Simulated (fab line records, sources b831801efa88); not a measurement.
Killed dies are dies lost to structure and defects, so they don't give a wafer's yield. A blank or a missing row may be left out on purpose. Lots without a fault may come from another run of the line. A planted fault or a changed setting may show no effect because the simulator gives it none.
Which tool did it? | flow gf180mcu | 7 lots, 21 wafers sampled, at 4 steps of a route of 602

WHAT THE GAUGES READ, wafer by wafer
GF_M2_CD_MEAS_14: target cd 280 nm.
lot  | measured     | on        | cd_nm (nm)
L524 | day 19 22:31 | cd_sem-01 | 278.0 278.7 278.1
L528 | day 21 09:08 | cd_sem-01 | 280.8 280.9 281.9
L531 | day 23 07:07 | cd_sem-02 | - - -
L536 | day 24 16:35 | cd_sem-01 | 280.9 281.7 281.7
L539 | day 25 12:21 | cd_sem-02 | 277.1 278.8 277.3
L543 | day 26 18:41 | cd_sem-02 | 279.9 281.4 279.9
L545 | day 27 07:26 | cd_sem-02 | 280.5 280.4 278.9

WHICH TOOL RAN EACH LOT (tool, then ch and the chambers of the sampled wafers, then the start)
lot  | GF_V1_ETCH_17                                 | GF_V1_SPUTTER_21             | GF_M2_DEVELOP_13
L524 | rie_diel-04 ch 0,2,3, day 18 21:25 or earlier | pvd_sputter-01, day 18 21:25 | litho_track-01 ch 0, day 19 22:22
L528 | rie_diel-02 ch 1,2, day 20 08:24 or earlier   | pvd_sputter-04, day 20 08:24 | litho_track-03 ch 0, day 21 08:59
L531 | rie_diel-01 ch 0,2,3, day 22 06:52 or earlier | pvd_sputter-01, day 22 06:52 | litho_track-02, day 23 06:58
L536 | rie_diel-04 ch 0,2,3, day 23 17:04 or earlier | pvd_sputter-01, day 23 17:04 | litho_track-01 ch 0, day 24 16:27
L539 | rie_diel-01 ch 0,1, day 24 14:06 or earlier   | pvd_sputter-02, day 24 14:06 | litho_track-02 ch 0, day 25 12:12
L543 | rie_diel-01 ch 0,1, day 25 21:10 or earlier   | pvd_sputter-02, day 25 21:10 | litho_track-01 ch 0, day 26 18:30
L545 | rie_diel-04 ch 1,2, day 26 10:34 or earlier   | pvd_sputter-01, day 26 10:34 | litho_track-02 ch 0, day 27 07:18
- GF_V1_ETCH_17: etches SiO2 in C4F8/O2/Ar, stops on TiN, target depth 630 nm.
- GF_V1_SPUTTER_21: material Ti, target thk 15 nm, time 80.02 s.
- GF_M2_DEVELOP_13: develop time 60 s.

THE ANSWER, worked out from the rows above alone
Rule: what is usual is taken from the lots themselves. Put in order of their means at a reading, lots are off if they are a third of the lots or fewer, leave a main group of 4 or more, and stand apart from it by a gap of 3 or more times the standard deviation of the main group's means; of several such gaps the widest counts. A main group whose means are all the same, to the digits that the tables above print for the reading, isn't used. A lot without any number at a reading at which 4 lots or more have one is off too. The other lots that the step has rows for count as sound.
Off: L531, at GF_M2_CD_MEAS_14 (cd_nm). Without a number there: L531. The main group: mean 279.8 nm, standard deviation 1.4.
A tool fits if, at a process step before that reading, it ran every lot that is off, and no sound lot after the first of them. The gauges at GF_M2_CD_MEAS_14 are tried like those tools. GF_V1_ETCH_17 gives no start for some lots, so the hours and the order of its lots are those of GF_V1_SPUTTER_21. None of those tried fits.

WHAT THE SIMULATOR HAD PUT IN
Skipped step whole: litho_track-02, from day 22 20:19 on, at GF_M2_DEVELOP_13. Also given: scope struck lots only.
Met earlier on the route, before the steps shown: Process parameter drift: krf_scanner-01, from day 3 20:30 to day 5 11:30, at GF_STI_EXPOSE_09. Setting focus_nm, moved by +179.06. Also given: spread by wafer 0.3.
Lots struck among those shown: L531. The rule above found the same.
